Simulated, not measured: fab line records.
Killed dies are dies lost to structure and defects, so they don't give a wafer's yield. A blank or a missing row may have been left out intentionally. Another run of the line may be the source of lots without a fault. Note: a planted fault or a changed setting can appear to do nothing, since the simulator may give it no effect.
Which tool did it? | flow sky130 | 36 wafers from 12 lots sampled at 6 of the route's 708 steps

## WHAT THE GAUGES SHOWED, per wafer
SKY_CONTACT_THK_MEAS_03.
lot  | measured     | on            | CONTACT_HDPCVD_THK (nm)
L348 | day 30 14:50 | film-metro-01 | 560 561 566
L349 | day 30 18:27 | film-metro-01 | 563 564 560
L352 | day 31 19:20 | film-metro-01 | 569 561 558
L353 | day 32 11:49 | film-metro-01 | 564 572 563
L355 | day 33 01:44 | film-metro-04 | 576 575 571
L356 | day 33 09:51 | film-metro-03 | 564 565 568
L359 | day 34 13:04 | film-metro-03 | 566 566 560
L365 | day 36 02:54 | film-metro-01 | 677 686 676
L366 | day 36 10:20 | film-metro-04 | 679 686 682
L367 | day 36 16:49 | film-metro-01 | 578 570 568
L368 | day 37 03:18 | film-metro-01 | 573 570 562
L369 | day 37 06:11 | film-metro-01 | 568 566 563

SKY_CONTACT_BOW_MEAS_05.
lot  | measured     | on            | CONTACT_BOW (um)
L348 | day 30 15:13 | film-metro-04 | 89 81 77
L349 | day 30 18:49 | film-metro-01 | 88 77 83
L352 | day 31 19:41 | film-metro-01 | 89 79 80
L353 | day 32 12:11 | film-metro-01 | 75 84 70
L355 | day 33 02:07 | film-metro-01 | 83 87 89
L356 | day 33 10:35 | film-metro-01 | 82 95 86
L359 | day 34 13:26 | film-metro-01 | 79 78 96
L365 | day 36 03:16 | film-metro-03 | 85 80 91
L366 | day 36 10:43 | film-metro-04 | 77 80 88
L367 | day 36 17:11 | film-metro-04 | 96 82 69
L368 | day 37 03:40 | film-metro-03 | 76 90 78
L369 | day 37 06:34 | film-metro-01 | 85 78 75

## TOOL THAT RAN EACH LOT (tool first, then ch and the chambers of the sampled wafers, then the start)
lot  | SKY_LI_CONTACT_SPUTTER_20    | SKY_LI_CONTACT_CVD_21         | SKY_CONTACT_HDPCVD_02            | SKY_CONTACT_CMP_04
L348 | pvd-sputter-04, day 29 08:35 | cvd-w-02 ch 1, day 29 08:39   | hdpcvd-01 ch 0,2, day 30 14:47   | cmp-02 ch 1,3, day 30 14:58
L349 | pvd-sputter-03, day 29 12:50 | cvd-w-01 ch 0,1, day 29 12:53 | hdpcvd-01 ch 0,1,2, day 30 18:23 | cmp-01 ch 0,1,3, day 30 18:31
L352 | pvd-sputter-04, day 30 14:31 | cvd-w-02 ch 0,1, day 30 14:35 | hdpcvd-01 ch 0,1, day 31 19:16   | cmp-02 ch 0,1,2, day 31 19:29
L353 | pvd-sputter-01, day 31 07:02 | cvd-w-01 ch 0,1, day 31 07:05 | hdpcvd-02 ch 0,1, day 32 11:45   | cmp-02 ch 0,2,3, day 32 11:53
L355 | pvd-sputter-03, day 31 20:39 | cvd-w-02 ch 0,1, day 31 20:45 | hdpcvd-02 ch 0,1,2, day 33 01:40 | cmp-02 ch 0,1,2, day 33 01:55
L356 | pvd-sputter-01, day 32 04:41 | cvd-w-02 ch 0,1, day 32 04:44 | hdpcvd-02 ch 0,2, day 33 09:47   | cmp-02 ch 1,2,3, day 33 10:17
L359 | pvd-sputter-04, day 33 08:53 | cvd-w-01 ch 0,1, day 33 08:56 | hdpcvd-01 ch 0,1,2, day 34 12:59 | cmp-02 ch 0,1,3, day 34 13:07
L365 | pvd-sputter-04, day 34 22:41 | cvd-w-01 ch 1, day 34 22:44   | hdpcvd-01 ch 0,1,2, day 36 02:50 | cmp-01 ch 0,1,3, day 36 02:58
L366 | pvd-sputter-04, day 35 05:57 | cvd-w-02 ch 0,1, day 35 06:03 | hdpcvd-01 ch 1,2, day 36 10:15   | cmp-01 ch 0,3, day 36 10:23
L367 | pvd-sputter-04, day 35 12:38 | cvd-w-02 ch 0,1, day 35 12:43 | hdpcvd-02 ch 0,1,2, day 36 16:44 | cmp-02 ch 1,2,3, day 36 16:55
L368 | pvd-sputter-01, day 35 23:12 | cvd-w-01 ch 0,1, day 35 23:16 | hdpcvd-02 ch 0,1, day 37 03:14   | cmp-01 ch 0,3, day 37 03:22
L369 | pvd-sputter-04, day 36 01:47 | cvd-w-02 ch 0, day 36 01:50   | hdpcvd-02 ch 1,2, day 37 06:07   | cmp-02 ch 0,1,2, day 37 06:20
- SKY_LI_CONTACT_SPUTTER_20: material TiN, target thk 20 nm, time 80 s.
- SKY_LI_CONTACT_CVD_21: deposits W, target thk 400 nm, time 120.56 s.
- SKY_CONTACT_HDPCVD_02: deposits SiO2, target thk 565 nm, time 94.2 s.
- SKY_CONTACT_CMP_04: polishes SiO2.

## WHAT THE TOOLS THEMSELVES READ (means of the sampled wafers that have a number; where no wafer has one, the mark that the record gives instead)
SKY_LI_CONTACT_SPUTTER_20.
lot  | tool           | throttle-valve-pct (%)
L348 | pvd-sputter-04 | 30.5
L349 | pvd-sputter-03 | 29.3
L352 | pvd-sputter-04 | 30.0
L353 | pvd-sputter-01 | 30.2
L355 | pvd-sputter-03 | 29.8
L356 | pvd-sputter-01 | 30.2
L359 | pvd-sputter-04 | 30.3
L365 | pvd-sputter-04 | 30.1
L366 | pvd-sputter-04 | 29.9
L367 | pvd-sputter-04 | 30.1
L368 | pvd-sputter-01 | 30.8
L369 | pvd-sputter-04 | 30.2

SKY_LI_CONTACT_CVD_21.
lot  | tool     | heater-power-w (W)
L348 | cvd-w-02 | 702
L349 | cvd-w-01 | 987
L352 | cvd-w-02 | 874
L353 | cvd-w-01 | 938
L355 | cvd-w-02 | 791
L356 | cvd-w-02 | 886
L359 | cvd-w-01 | 944
L365 | cvd-w-01 | 1059
L366 | cvd-w-02 | 895
L367 | cvd-w-02 | 790
L368 | cvd-w-01 | 938
L369 | cvd-w-02 | 971

SKY_CONTACT_HDPCVD_02.
lot  | tool      | sih4-flow-sccm (sccm)
L348 | hdpcvd-01 | 59.99
L349 | hdpcvd-01 | 59.97
L352 | hdpcvd-01 | 60.10
L353 | hdpcvd-02 | 60.09
L355 | hdpcvd-02 | 60.15
L356 | hdpcvd-02 | 60.14
L359 | hdpcvd-01 | 60.03
L365 | hdpcvd-01 | 71.98
L366 | hdpcvd-01 | 72.11
L367 | hdpcvd-02 | 60.03
L368 | hdpcvd-02 | 60.04
L369 | hdpcvd-02 | 59.94

SKY_CONTACT_CMP_04.
lot  | tool   | motor-current-A (A) | time-to-endpoint-s (s)
L348 | cmp-02 | 12.6                | 85
L349 | cmp-01 | 11.7                | 81
L352 | cmp-02 | 12.4                | 85
L353 | cmp-02 | 14.0                | 79
L355 | cmp-02 | 12.4                | 80
L356 | cmp-02 | 13.8                | 81
L359 | cmp-02 | 13.0                | 78
L365 | cmp-01 | 11.7                | 123
L366 | cmp-01 | 11.4                | 125
L367 | cmp-02 | 13.5                | 76
L368 | cmp-01 | 10.9                | 83
L369 | cmp-02 | 12.3                | 77

## THE ANSWER, worked out from the rows above alone
Rule: the usual values come from the lots themselves. Put in order of their means at a reading, lots are off if they are a third of the lots or fewer, leave a main group of 4 or more, and stand apart from it by a gap of 3 or more times the standard deviation of the main group's means; of several such gaps the widest counts. The tables above print the reading to a certain number of digits; a main group whose means all agree to those digits is not used. Also off: a lot with no number at a reading for which 4 or more lots have one. The other lots that the step has rows for count as sound. The gauges are gone through in route order, then the tools' own readings, and for those a lot's mean is taken as printed above. At the first step where some lot is off, the reading lying furthest off is the one used; lots without a number count as furthest.
Off: L365, L366, seen at SKY_CONTACT_THK_MEAS_03 (CONTACT_HDPCVD_THK). The main group has a mean of 566 nm with a standard deviation of 3.8.
A tool fits if, at a process step before that reading, it ran every lot that is off, and no sound lot after the first of them. Not tried: the gauges at SKY_CONTACT_THK_MEAS_03; whatever is off there is also off at SKY_CONTACT_HDPCVD_02, on other tools, and gauge error can't account for it. One candidate fits, namely hdpcvd-01 at SKY_CONTACT_HDPCVD_02. A fault onset in the window from L359 (day 34 12:59, its last sound lot) to L365 (day 36 02:50, its first lot off) fits.
On the lots that are off, the tool's own readings at SKY_CONTACT_HDPCVD_02 differ by more than 5 times the standard deviation of the sound lots' means, which bears it out; sih4-flow-sccm reads 72.05 sccm there versus 60.05 sccm on the sound lots.

## WHAT THE SIMULATOR PUT IN
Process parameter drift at SKY_CONTACT_HDPCVD_02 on hdpcvd-01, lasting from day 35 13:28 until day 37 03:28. The setting sih4-flow-sccm was moved by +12, starting from 60. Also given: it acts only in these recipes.
Shown lots that were struck: L365, L366. The rule above found the same.
